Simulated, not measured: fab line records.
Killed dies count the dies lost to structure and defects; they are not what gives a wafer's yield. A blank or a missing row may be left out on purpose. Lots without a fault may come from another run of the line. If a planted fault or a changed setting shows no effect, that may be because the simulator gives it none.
Chamber matching    flow sfqLine    SFQ_TRILAYER_I0_CMP_CMP_028 on cmp-02: 4 sister chambers
The step polishes SiO2. 14 wafers are shown with their chamber, then 7 later ones without.

EACH WAFER AND ITS CHAMBER
wafer   chamber  motorCurrentA (A)  timeToEndpointS (s)  edgeZonePressureFrac
L903.4  1        10.6               214                  1.002
L903.5  3        10.5               213                  1.003
L903.6  0        9.1                219                  0.998
L905.2  2        11.0               212                  1.006
L905.1  1        11.1               212                  1.002
L905.6  3        10.4               216                  1.000
L907.3  3        10.4               217                  0.992
L907.4  2        11.0               224                  1.001
L907.5  2        11.1               214                  1.001
L908.3  1        10.8               212                  0.986
L908.4  2        11.1               211                  1.008
L908.5  3        10.7               225                  0.999
L911.2  3        11.0               216                  0.997
L911.3  1        11.0               215                  1.000

SIGNATURES (means of the wafers above)
reading               chamber 0  chamber 1  chamber 2  chamber 3  scatter within a chamber
motorCurrentA         9.100      10.875     11.050     10.600     0.204
timeToEndpointS       219.00     213.25     215.25     217.40     4.41
edgeZonePressureFrac  0.99800    0.99750    1.00400    0.99820    0.00533
Rule: for each reading, subtract the chamber's mean from the wafer's reading, divide by that reading's scatter and square the result; add these up over the readings and take the root, which gives the wafer's distance from the chamber. The wafer belongs to the nearest chamber; if the next one is less than 2 further off, it can't be placed. The scatter: the root of (the sum of the squares of (reading less its chamber's mean) over the shown wafers, divided by (wafers less chambers)).

WAFERS WITH NO CHAMBER GIVEN
wafer   motorCurrentA (A)  timeToEndpointS (s)  edgeZonePressureFrac
L911.5  11.3               218                  0.993
L922.3  11.6               207                  0.993
L922.4  10.5               228                  0.995
L922.6  11.2               217                  0.999
L924.3  10.5               209                  0.996
L924.2  9.1                207                  1.000
L924.5  10.5               216                  0.988

WHICH CHAMBER EACH WENT THROUGH
wafer   from the rows above           in truth
L911.5  can't be placed: 2 or 1 or 3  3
L922.3  can't be placed: 2 or 1 or 3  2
L922.4  can't be placed: 3 or 1 or 2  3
L922.6  can't be placed: 2 or 1 or 3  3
L924.3  can't be placed: 3 or 1 or 2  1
L924.2  0                             0
L924.5  can't be placed: 3 or 1       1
Placed correctly: 1 of 7. Can't be placed from these rows: 6 (the true chamber is among the candidates in 6). 0 placed wrongly.
